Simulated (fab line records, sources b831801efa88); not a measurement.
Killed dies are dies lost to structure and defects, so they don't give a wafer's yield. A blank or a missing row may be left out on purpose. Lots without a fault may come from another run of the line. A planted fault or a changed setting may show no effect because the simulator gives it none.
One fault seen from 2 desks | flow sky130 | each desk has only its own numbers; what lay behind them comes last

THE METROLOGY DESK
What the gauges read, lot by lot, whatever tool the lot ran on: means of the sampled wafers that have a number. A lot is out of limits, marked OUT, if its mean lies more than 4 standard deviations from the usual mean; the brackets give that distance.
Columns: A = VIA3_OVL at SKY_VIA3_OVL_MEAS_13, usual -1 nm; B = VIA3_W_RS at SKY_VIA3_RS_MEAS_22, usual 0.293 ohm/sq; C = VIA3_W_THK at SKY_VIA3_THK_MEAS_23, usual 397 nm
lot  | first seen here | A  | B     | C
L753 | day 40 13:18    | -1 | 0.294 | 393
L754 | day 40 15:40    | 0  | 0.297 | 389
L762 | day 42 17:43    | -1 | 0.290 | 395
L763 | day 43 01:54    | -3 | 0.294 | 395
L770 | day 44 22:30    | -1 | 0.283 | 413
L775 | day 46 11:43    | 2  | 0.293 | 396
This desk's finding: nothing out of limits on any of the 6 lots.

THE TOOL OWNER'S DESK: pvd_sputter-02
The tool's own readings at SKY_METAL4_SPUTTER_00 (material Ti, target thk 15 nm, time 10 s): means of the sampled wafers that have a number, for each lot that ran on this tool. A lot is out of limits, marked OUT, if its mean lies more than 4 standard deviations from the usual mean; the brackets give that distance.
Columns: A = cathode_dc_power_W at SKY_METAL4_SPUTTER_00, usual 3000.0 W; B = throttle_valve_pct at SKY_METAL4_SPUTTER_00, usual 30.8 %
lot  | first seen here | A                        | B
L753 | day 40 14:42    | 3000.7                   | 30.8
L762 | day 42 19:06    | 2323.5 (-99 or more) OUT | 31.3
L763 | day 43 03:18    | 2322.9 (-99 or more) OUT | 30.6
This desk's finding: out of limits on L762, L763; first on L762, day 42 19:06 (cathode_dc_power_W at SKY_METAL4_SPUTTER_00). In limits: L753.

PUT TOGETHER
The tool owner's desk could have raised an alarm at day 42 19:06, on L762, L763.
The metrology desk saw nothing out of limits.
The metrology desk has L762, L763 on record, within its limits.
Of the lots named, all ran SKY_METAL4_SPUTTER_00 on pvd_sputter-02.

WHAT THE SIMULATOR HAD PUT IN
Process parameter drift: pvd_sputter-02, from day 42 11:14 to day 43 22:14, at SKY_METAL4_SPUTTER_00. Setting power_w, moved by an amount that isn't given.
Lots struck among those shown: L762, L763.
Hours from the fault's start to each desk's first reading out of limits: the tool owner's desk, 8.
